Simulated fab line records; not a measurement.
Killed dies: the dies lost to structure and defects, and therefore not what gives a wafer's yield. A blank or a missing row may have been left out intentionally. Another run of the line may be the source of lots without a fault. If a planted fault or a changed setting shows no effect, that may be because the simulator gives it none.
Which tool is to blame? :: flow gf180mcu :: 6 lots, 18 wafers sampled, at 2 steps of a route of 602

== WHAT THE GAUGES SHOWED, per wafer ==
GF_V3_THK_MEAS_03.
lot: L105
measured: day 22 03:12
on: filmMetro-02
V3_CVD_02_THK (nm): 828 851 857

lot: L107
measured: day 22 19:58
on: filmMetro-02
V3_CVD_02_THK (nm): 833 829 838

lot: L112
measured: day 24 18:24
on: filmMetro-03
V3_CVD_02_THK (nm): 842 857 859

lot: L116
measured: day 26 00:38
on: filmMetro-02
V3_CVD_02_THK (nm): 835 852 829

lot: L123
measured: day 28 01:47
on: filmMetro-01
V3_CVD_02_THK (nm): 830 839 843

lot: L126
measured: day 28 23:17
on: filmMetro-01
V3_CVD_02_THK (nm): 851 841 871

== WHAT TOOL EACH LOT RAN ON (gives the tool, then ch and the chambers of the sampled wafers, and finally the start) ==
lot: L105
GF_M3_SPUTTER_00: pvdSputter-02, day 21 02:19

lot: L107
GF_M3_SPUTTER_00: pvdSputter-02, day 21 19:25

lot: L112
GF_M3_SPUTTER_00: pvdSputter-03, day 23 19:10

lot: L116
GF_M3_SPUTTER_00: pvdSputter-04, day 25 02:05

lot: L123
GF_M3_SPUTTER_00: pvdSputter-04, day 27 04:22

lot: L126
GF_M3_SPUTTER_00: pvdSputter-04, day 28 03:19
- GF_M3_SPUTTER_00: material Ti, target thk 37.5 nm, time 150 s.

== THE ANSWER, worked out from the rows above alone ==
Rule: what is usual is taken from the lots themselves. Put in order of their means at a reading, lots are off if they are a third of the lots or fewer, leave a main group of 4 or more, and stand apart from it by a gap of 3 or more times the standard deviation of the main group's means; of several such gaps the widest counts. A main group whose means are all the same, to the digits that the tables above print for the reading, isn't used. Also off: a lot with no number at a reading for which 4 or more lots have one. The other lots that the step has rows for count as sound.
Nothing can be told from this: no lot is off at any reading shown.

== WHAT THE SIMULATOR HAD INSERTED ==
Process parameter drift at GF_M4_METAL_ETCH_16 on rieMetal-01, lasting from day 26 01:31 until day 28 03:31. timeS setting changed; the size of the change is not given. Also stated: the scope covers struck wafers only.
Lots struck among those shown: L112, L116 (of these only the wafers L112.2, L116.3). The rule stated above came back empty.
